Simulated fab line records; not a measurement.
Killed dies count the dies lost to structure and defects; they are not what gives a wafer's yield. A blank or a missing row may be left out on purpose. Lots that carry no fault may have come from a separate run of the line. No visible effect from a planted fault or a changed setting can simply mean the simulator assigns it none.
A struck lot beside a sound one ; flow sky130 ; 33 out of 708 route steps
Sound: wafers L872.2, L872.4, L872.5. Struck: wafers L885.3, L885.5 (left out: L885.4, a lot-mate that was not struck); the cause follows at the end.
Order at every step that has rows: each side's tool, ch and its chambers, its first start. Under that, the readings that differ: sound wafers ; struck wafers ; difference of the means ; sigmas: that difference in standard deviations of wafers without a fault.
alike: readings whose means differ by less than 2 such deviations, and words and numbers that are the same on both sides. not compared: withheld readings, readings that some wafer has no value for, bounds like >300 that may hide the same value, and numbers for which the record gives no deviation and whose values overlap.
The two part at a step that has a row with sigmas, a row that says differs or no value, or rows on one side only. When numbers do not overlap yet have no deviation, they are printed without sigmas and do not part them. Lack of a reading on every wafer of one side parts them only where that side has two or more wafers.

first, 4 steps without rows for these wafers: SKY_LOCAL_INTERCONNECT_SOFTBAKE_07 (time 90 s); SKY_LOCAL_INTERCONNECT_EXPOSE_08 (exposes mask LI1M, target cd 170 nm); SKY_LOCAL_INTERCONNECT_PEB_09; SKY_LOCAL_INTERCONNECT_DEVELOP_10 (develop time 60 s).
SKY_LOCAL_INTERCONNECT_CD_MEAS_11: the cd target is 170 nm.
  sound on cdSem-01, day 30 12:41; struck on cdSem-01, day 34 21:49
  alike: cdNm
SKY_LOCAL_INTERCONNECT_OVL_MEAS_12:
  sound on overlay-02, day 30 12:47; struck on overlay-02, day 34 21:54
  alike: LOCAL_INTERCONNECT_OVL
SKY_LOCAL_INTERCONNECT_ETCH_13: etches BARC in N2/H2, stops on SiO2, time 45.9 s, target depth 60 nm.
  sound on rieMetal-03 ch 0, day 30 12:49; struck on rieMetal-03 ch 0,1, day 34 21:56
  alike: biasW, drypumpMotorCurrentA, oesProductAu, rfFwdPowerW, throttleValvePct
  not compared: rfHoursCounterH
SKY_LOCAL_INTERCONNECT_METAL_ETCH_14: etches TiN in Cl2/BCl3, stops on PSG, target depth 110 nm, time 31.4 s.
  sound on rieMetal-03 ch 0, day 30 12:53; struck on rieMetal-03 ch 0,1, day 34 22:00
  alike: biasW, drypumpMotorCurrentA, oesProductAu, rfFwdPowerW, throttleValvePct
  not compared: rfHoursCounterH
SKY_LOCAL_INTERCONNECT_STRIP_15: strips in O2/N2.
  sound on plasmaAsher-01 ch 0,1, day 30 12:56; struck on plasmaAsher-04 ch 0,1, day 34 22:04
  alike: drypumpMotorCurrentA, oesProductAu, stripTimeToEndpointS
  not compared: rfHoursCounterH
then, 3 steps without rows for these wafers: SKY_LOCAL_INTERCONNECT_STRIP_16 (strips in post etch residue remover, time 1200 s); SKY_LOCAL_INTERCONNECT_CLEAN_17 (cleans in IPA, time 180 s); SKY_LOCAL_INTERCONNECT_CLEAN_18 (cleans in O3/DIW).
SKY_CONTACT_CVD_00: deposits Si3N4, target thk 75 nm.
  sound on pecvd-03 ch 0,2, day 30 13:32; struck on pecvd-03 ch 0, day 34 22:38
reading;sound;struck;difference;sigmas
rfFwdPowerW (W);441.9 440.3 445.3;- -;no value on the struck wafers;
model.Si3N4_of_CONTACT_CVD_00.thkNm (nm);73.47 75.13 76.19;25.09 25.6;-49.58;
  alike: heaterPowerW
SKY_CONTACT_THK_MEAS_01:
  sound on filmMetro-02, day 30 13:34; struck on filmMetro-01, day 34 22:41
reading;sound;struck;difference;sigmas
CONTACT_CVD_00_THK (nm);73.5 75.1 76.1;25.1 25.7;-49.5;-49
then, 1 step without rows for these wafers: SKY_CONTACT_HDPCVD_02 (deposits SiO2, target thk 565 nm, time 94.2 s).
SKY_CONTACT_THK_MEAS_03:
  sound on filmMetro-04, day 30 13:42; struck on filmMetro-04, day 34 22:49
  alike: CONTACT_HDPCVD_THK
SKY_CONTACT_CMP_04: polishes SiO2.
  sound on cmp-01 ch 1,3, day 30 13:48; struck on cmp-01 ch 0,3, day 34 22:54
  alike: motorCurrentA, slurryFilterDpKPa
SKY_CONTACT_BOW_MEAS_05:
  sound on filmMetro-01, day 30 14:04; struck on filmMetro-01, day 34 23:11
  alike: CONTACT_BOW
then, 8 steps without rows for these wafers: SKY_CONTACT_DEHYDRATE_06 (time 60 s); SKY_CONTACT_HMDS_07 (prime time 60 s); SKY_CONTACT_COAT_08 (resist thk 60 nm); SKY_CONTACT_COAT_09 (resist thk 450 nm); SKY_CONTACT_SOFTBAKE_10 (time 90 s); SKY_CONTACT_EXPOSE_11 (exposes mask CTM1, target cd 170 nm); SKY_CONTACT_PEB_12; SKY_CONTACT_DEVELOP_13 (develop time 60 s).
SKY_CONTACT_CD_MEAS_14: the cd target is 170 nm.
  sound on cdSem-02, day 31 17:47; struck on cdSem-01, day 36 02:24
  alike: cdNm
SKY_CONTACT_OVL_MEAS_15:
  sound on overlay-02, day 31 17:53; struck on overlay-01, day 36 02:29
  alike: CONTACT_OVL
then, 1 step without rows for these wafers: SKY_CONTACT_ETCH_16 (etches BARC in N2/H2, stops on SiO2, time 45.9 s, target depth 60 nm).
SKY_CONTACT_ETCH_17: etches SiO2 in C4F8/O2/Ar, stops on Si3N4, target depth 340 nm.
  sound on rieDiel-03 ch 0,3, day 31 17:58; struck on rieDiel-03 ch 0,2, day 36 02:34
  alike: biasW, oesProductAu, rfFwdPowerW
SKY_CONTACT_ETCH_18: etches Si3N4 in CHF3/O2, stops on TiN, time 39 s, target depth 75 nm.
  sound: rieDiel-03 ch 0,3; struck: rieDiel-03 ch 0,2
reading;sound;struck;difference;sigmas
oesProductAu (a.u.);0.839 0.854 0.863;0.530 0.542;-0.316;-41
throttleValvePct (%);8.783 8.811 8.798;8.732 8.716;-0.073;-7
model.etch.depthNm (nm);73.47 75.13 76.19;25.09 25.6;-49.58;
  alike: biasW, drypumpMotorCurrentA, rfFwdPowerW
  not compared: rfHoursCounterH
then, 2 steps without rows for these wafers: SKY_CONTACT_STRIP_19 (strips in O2/N2); SKY_PAD_OPEN_PROBE_99.

## WHERE THEY PART
Last at SKY_CONTACT_ETCH_18 as far as this record goes, first at SKY_CONTACT_CVD_00.

WHY: the cause the simulator had injected
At SKY_CONTACT_CVD_00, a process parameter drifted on pecvd-03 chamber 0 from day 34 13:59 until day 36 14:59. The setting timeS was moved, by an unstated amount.
